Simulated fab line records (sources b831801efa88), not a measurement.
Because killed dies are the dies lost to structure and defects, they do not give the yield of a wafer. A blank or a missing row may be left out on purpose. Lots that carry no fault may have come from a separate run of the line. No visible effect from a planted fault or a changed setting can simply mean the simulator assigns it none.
fab line records | flow sfq_line
record: lots: 14 wafers: 41 last_day: 77
route steps=325 shown M5@206 R5@212 M6@261 M7@294
lots that met no fault: taken from a fault-free run of the same line
start_h: the number of hours between the record's first day and the start of the first shown wafer of the lot | wait_h: hours from the lot's prior step to this one | " unchanged from the row above | L1.1+2: a row that stands for several wafers | - no value, or no start given | * or withheld: withheld | < > ~ a bound
route shown NAME@n: NAME is a module with steps in the file, n the number in the route of the first one | usual: mean and standard deviation over wafers with no fault | same: alike in all rows | chamber/n: place in a boat | sites: each site's reading | _std_site: their standard deviation | _edge_site: inner sites' mean taken away from outer sites' mean | radius_mm: how far each site lies from the wafer's centre | mask NAME#n: copy n | behind: the most recent tool/chamber to have shaped the wafer | hold: why the lot was held/for how many hours/how that ended | device: the transistor (n, p or np) that didn't switch | end of line: tests run on the same wafers once the route is complete | a step given without rows: its recipe and nothing more | killed: the dies lost at the first sort to structure and to defects; this is not the yield of the wafer | map: a wafer's dies, marking killed ones x, the rest . and places with no die _
set.NAME: the setting the step ran with; set.NAME@STEP: the setting that earlier step ran with | model.NAME: the simulator's own value behind a step, which no gauge read
a sample of lots followed through the steps of the route, with each step as a table and each wafer as a row
services: when a tool's chamber went out of use (start_h, in hours from the record's first day, below 0 if earlier), for how many hours, and the reason
== steps ==
step: SFQ_TRILAYER_M5_ETCH_METAL_ETCH_126
recipe: target: Nb stop_on: SiO2 mask_material: PR over_etch_frac: 0.15 time_s: 203.2 chemistry: Cl2/BCl3 target_depth_nm: 265 icp_w: 600 bias_w: 80 pressure_mtorr: 10
usual: chamber_pressure_mTorr: 10.000/0.0088 drypump_motor_current_A: 5.4/0.41 oes_product_au: 0.726/0.0062 run_length_s: 231.6/0.66
columns lot.wafer tool chamber start_h wait_h chamber_pressure_mTorr drypump_motor_current_A oes_product_au rf_hours_counter_h run_length_s
L150.2 rie_metal-01 0 1083.57 0.1 10.004 5.0 0.723 - 231.4
L150.3 " 0 " " 10.017 5.0 0.730 - 231.6
L150.5 " 0 " " 9.998 5.0 0.722 - 231.7
L151.2 rie_metal-01 0 1087.17 0.1 9.993 5.0 0.731 - 231.4
L151.4 " 0 " " 9.991 5.0 0.732 - 232.1
L151.6 " 0 " " 9.987 5.0 0.740 - 231.5
L152.1 rie_metal-01 0 1090.25 0.1 10.001 5.0 0.719 14 231.4
L152.3 " 0 " " 10.011 5.0 0.728 - 231.6
L152.6 " 0 " " 9.998 5.0 0.722 - 231.7
L153.1 rie_metal-04 0 1096.19 0.0 9.990 6.0 0.715 102 231.1
L153.2 " 1 " " 10.005 5.8 0.725 85 232.2
L153.6 " 1 " " 9.997 5.8 0.721 - 231.9
L156.2 rie_metal-04 0 1121.19 0.0 10.005 6.0 0.734 107 231.4
L156.3 " 0 " " 10.012 6.0 0.725 - 231.0
L156.5 " 1 " " 10.001 5.8 0.740 - 231.9
L157.1 rie_metal-01 0 1125.99 0.0 9.991 5.0 0.723 22 231.6
L157.2 " 1 " " 10.008 5.8 0.729 7 231.2
L157.6 " 1 " " 9.998 5.9 0.719 - 231.3
L162.5 rie_metal-01 0 1167.02 0.1 10.008 5.0 0.646 - 287.3
L162.6 " 1 " " 9.987 5.9 0.717 - 231.4
L164.1 rie_metal-01 0 1177.69 0.0 10.007 5.0 0.719 34 231.6
L164.5 " 0 " " 10.017 5.0 0.650 - 286.9
L164.6 " 1 " " 9.994 5.8 0.716 - 231.5
L167.3 rie_metal-04 1 1196.96 0.1 10.006 5.8 0.733 - 232.0
L167.5 " 0 " " 9.976 6.0 0.730 - 231.3
L167.6 " 1 " " 10.013 5.8 0.730 - 231.8
L168.1 rie_metal-03 1 1202.89 0.0 10.000 5.3 0.716 114 231.2
L168.2 " 0 " " 9.980 5.1 0.722 123 230.8
L168.3 " 1 " " 9.984 5.3 0.725 - 232.1
L170.2 rie_metal-03 1 1212.54 0.1 10.014 5.3 0.719 116 234.1
L170.3 " 1 " " 10.008 5.3 0.729 - 234.7
L170.5 " 1 " " 10.008 5.3 0.733 - 234.3
L171.1 rie_metal-04 1 1222.09 0.0 9.998 5.8 0.733 111 232.4
L171.4 " 0 " " 10.003 6.0 0.735 - 231.0
L171.5 " 1 " " 9.994 5.8 0.733 - 232.0
L172.4 rie_metal-03 1 1225.76 0.1 10.005 5.3 0.723 - 231.9
L172.5 " 0 " " 9.996 5.1 0.725 - 231.0
L172.6 " 1 " " 9.998 5.3 0.725 - 231.2
L173.2 rie_metal-03 0 1229.29 0.0 10.007 5.1 0.720 129 230.6
L173.5 " 1 " " 9.998 5.3 0.718 - 231.2
L173.6 " 0 " " 10.003 5.1 0.725 - 231.1
step: SFQ_TRILAYER_R5_DEP_SPUTTER_132
recipe: material: Ti base_pressure_pa: 1.33e-06 target_thk_nm: 5 power_w: 2000 time_s: 5 chamber_pressure_pa: 0.4
usual: throttle_valve_pct: 30.0/1
columns lot.wafer tool chamber start_h wait_h throttle_valve_pct
L150.2 pvd_sputter-05 - 1124.80 0.8 30.8
L150.3 " - " " 31.0
L150.5 " - " " 31.0
L151.2 pvd_sputter-06 - 1127.80 0.8 29.5
L151.4 " - " " 29.1
L151.6 " - " " 30.7
L152.1 pvd_sputter-04 - 1130.80 1.0 29.5
L152.3 " - " " 29.7
L152.6 " - " " 29.2
L153.1 pvd_sputter-05 - 1133.80 1.0 31.0
L153.2 " - " " 30.9
L153.6 " - " " 31.0
L156.2 pvd_sputter-04 - 1162.20 0.8 29.1
L156.3 " - " " 31.3
L156.5 " - " " 29.2
L157.1 pvd_sputter-05 - 1166.80 1.0 31.0
L157.2 " - " " 31.2
L157.6 " - " " 31.0
L162.5 pvd_sputter-05 - 1208.80 0.2 30.6
L162.6 " - " " 28.2
L164.1 pvd_sputter-04 - 1217.80 1.0 29.8
L164.5 " - " " 29.6
L164.6 " - " " 31.6
L167.3 pvd_sputter-04 - 1231.85 0.6 29.2
L167.5 " - " " 29.2
L167.6 " - " " 29.6
L168.1 pvd_sputter-04 - 1237.85 1.0 30.0
L168.2 " - " " 31.3
L168.3 " - " " 29.5
L170.2 pvd_sputter-04 - 1244.80 0.8 28.9
L170.3 " - " " 31.5
L170.5 " - " " 29.2
L171.1 pvd_sputter-05 - 1253.80 1.0 28.3
L171.4 " - " " 29.7
L171.5 " - " " 31.0
L172.4 pvd_sputter-06 - 1255.85 0.4 30.8
L172.5 " - " " 31.0
L172.6 " - " " 29.0
L173.2 pvd_sputter-05 - 1259.80 0.8 30.9
L173.5 " - " " 31.2
L173.6 " - " " 28.2
step: SFQ_M6_OVL_MEAS_940
usual: M6_OVL: -1/6.5
columns lot.wafer tool chamber start_h wait_h M6_OVL[nm]
L150.2 overlay-01 - 1384.76 0.1 -7
L150.3 " - " " -7
L150.5 " - " " -7
L151.2 overlay-02 - 1393.16 0.1 -4
L151.4 " - " " 1
L151.6 " - " " 10
L152.1 overlay-02 - 1397.96 0.1 6
L152.3 " - " " 5
L152.6 " - " " 5
L153.1 overlay-02 - 1401.56 0.1 -1
L153.2 " - " " -4
L153.6 " - " " -8
L156.2 overlay-01 - 1437.56 0.1 -17
L156.3 " - " " -13
L156.5 " - " " -7
L157.1 overlay-02 - 1441.16 0.1 0
L157.2 " - " " 1
L157.6 " - " " -3
L162.5 overlay-02 - 1479.16 0.0 -14
L162.6 " - " " -8
L164.1 overlay-02 - 1489.73 0.1 0
L164.5 " - " " 4
L164.6 " - " " 0
L167.3 overlay-01 - 1505.35 0.1 5
L167.5 " - " " 7
L167.6 " - " " 6
L168.1 overlay-02 - 1509.68 0.1 -4
L168.2 " - " " -7
L168.3 " - " " -3
L170.2 overlay-01 - 1541.49 0.1 -2
L170.3 " - " " -8
L170.5 " - " " -6
L171.1 overlay-01 - 1551.18 0.1 15
L171.4 " - " " 7
L171.5 " - " " 10
L172.4 overlay-01 - 1552.40 0.1 -3
L172.5 " - " " -1
L172.6 " - " " 3
L173.2 overlay-01 - 1557.19 0.1 -6
L173.5 " - " " 0
L173.6 " - " " 0
step: SFQ_TRILAYER_M7_STRIP_STRIP_181
recipe: gas: O2 power_w: 200 platen_temp_c: 40 overash_fraction: 0.65 chemistry: O2 pressure_mtorr: 50
usual: chamber_pressure_mTorr: 50.00/0.042 drypump_motor_current_A: 5.6/0.47 oes_product_au: 1.004/0.0098 platen_temp_c: 40.00/0.11
columns lot.wafer tool chamber start_h wait_h chamber_pressure_mTorr drypump_motor_current_A oes_product_au platen_temp_c rf_hours_counter_h
L150.2 rie_metal-01 1 1538.10 0.1 50.02 5.9 0.999 39.82 86
L150.3 " 1 " " 50.00 5.9 0.994 39.99 -
L150.5 " 1 " " 49.99 5.9 0.991 39.92 -
L151.2 rie_metal-01 1 1546.60 0.1 50.02 5.8 0.987 39.86 88
L151.4 " 0 " " 50.10 5.0 1.002 39.79 -
L151.6 " 0 " " 50.03 5.0 0.995 39.82 -
L152.1 rie_metal-01 1 1550.45 0.1 49.97 5.8 0.980 39.97 88
L152.3 " 1 " " 50.02 5.8 0.982 39.85 -
L152.6 " 0 " " 50.03 5.0 0.980 39.90 -
L153.1 rie_metal-03 1 1556.20 0.1 49.96 5.3 1.024 39.97 6
L153.2 " 0 " " 50.02 5.1 1.015 40.01 20
L153.6 " 0 " " 49.99 5.1 1.009 39.99 -
L156.2 rie_metal-03 0 1587.40 0.1 49.99 5.1 1.012 39.94 26
L156.3 " 0 " " 49.93 5.1 1.015 40.08 -
L156.5 " 1 " " 50.00 5.4 1.016 40.00 -
L157.1 rie_metal-02 0 1590.21 0.1 50.07 6.4 1.001 40.11 69
L157.2 " 1 " " 49.94 5.6 1.003 39.92 87
L157.6 " 0 " " 49.99 6.3 1.000 39.96 -
L162.5 rie_metal-02 1 1621.81 0.4 49.96 5.6 1.005 39.96 -
L162.6 " 0 " " 49.97 6.3 1.003 40.10 -
L164.1 rie_metal-02 1 1629.81 0.1 50.06 5.6 1.003 39.88 93
L164.5 " 1 " " 49.94 5.6 1.000 40.03 -
L164.6 " 0 " " 49.93 6.3 1.013 40.05 -
L167.3 rie_metal-01 1 1647.31 0.2 50.00 5.9 1.000 39.82 -
L167.5 " 0 " " 49.98 5.0 0.991 40.00 -
L167.6 " 1 " " 49.89 5.9 1.003 39.69 -
L168.1 rie_metal-02 0 1648.31 0.1 49.98 6.3 1.001 40.21 78
L168.2 " 1 " " 50.08 5.6 1.011 40.10 96
L168.3 " 1 " " 50.05 5.6 1.002 40.05 -
L170.2 rie_metal-03 1 1664.91 0.1 50.07 5.3 1.014 39.95 24
L170.3 " 1 " " 50.03 5.3 1.009 39.69 -
L170.5 " 0 " " 50.03 5.1 1.004 39.83 -
L171.1 rie_metal-01 1 1669.71 0.1 50.12 5.8 1.010 40.11 108
L171.4 " 1 " " 50.04 5.8 1.001 40.09 -
L171.5 " 0 " " 49.99 5.0 0.985 40.00 -
L172.4 rie_metal-03 1 1671.11 0.2 50.02 5.3 1.010 39.99 -
L172.5 " 1 " " 50.09 5.3 1.013 40.08 -
L172.6 " 0 " " 50.04 5.1 0.996 40.03 -
L173.2 rie_metal-01 1 1674.51 0.1 50.02 5.8 1.007 40.04 109
L173.5 " 1 " " 49.99 5.8 1.009 39.94 -
L173.6 " 0 " " 50.01 5.0 0.990 40.19 -
== services ==
columns tool chamber start_h hours kind
pvd_sputter-05 - 1066.88 4.9 repair
pvd_sputter-04 - 1101.36 3.4 repair
pvd_sputter-04 - 1156.41 3.6 repair
rie_metal-03 1 1162.17 7.6 repair
rie_metal-03 0 1173.82 10.9 repair
rie_metal-04 - 1242.37 0.2 repair
rie_metal-03 - 1244.32 2.8 pm
rie_metal-01 0 1293.95 27.8 repair
pvd_sputter-04 - 1337.89 6.5 repair
pvd_sputter-04 - 1354.68 5.3 repair
pvd_sputter-05 - 1362.29 5.1 repair
pvd_sputter-04 - 1402.80 104.2 repair
rie_metal-01 1 1419.81 13.0 repair
pvd_sputter-05 - 1451.14 1.0 repair
rie_metal-04 - 1476.18 2.8 pm
rie_metal-01 0 1498.51 3.3 repair
rie_metal-03 1 1507.66 5.6 repair
rie_metal-01 - 1513.11 5.3 repair
rie_metal-01 - 1569.53 2.8 pm
rie_metal-03 0 1588.09 4.3 repair
rie_metal-03 1 1588.18 6.6 repair
rie_metal-03 - 1592.42 1.4 pm
rie_metal-03 - 1636.12 0.2 repair
rie_metal-01 1 1657.75 1.2 repair
== key ==
first_sign: step: SFQ_TRILAYER_M5_ETCH_METAL_ETCH_126 reading: run_length_s direction: up sigmas: 84 usual: * struck: *
effect: step: SFQ_TRILAYER_M5_ETCH_METAL_ETCH_126 reading: oes_product_au direction: down sigmas: 13 usual: 0.726 struck: 0.648
met_at SFQ_TRILAYER_M5_ETCH_METAL_ETCH_126
struck_lots L162,L164
struck_wafers L162.5,L164.5
not_acting_at SFQ_TRILAYER_R5_DEP_SPUTTER_132,SFQ_M6_OVL_MEAS_940,SFQ_TRILAYER_M7_STRIP_STRIP_181
onset_between 1125.99 1167.02
fault: kind: process_parameter_drift tool: rie_metal-01 chamber: - onset_h: 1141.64 steps: SFQ_TRILAYER_M5_ETCH_METAL_ETCH_126 channel: time_s offset: * shape: step end_h: 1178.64 scope: struck_wafers_only acts_in: * stated: *
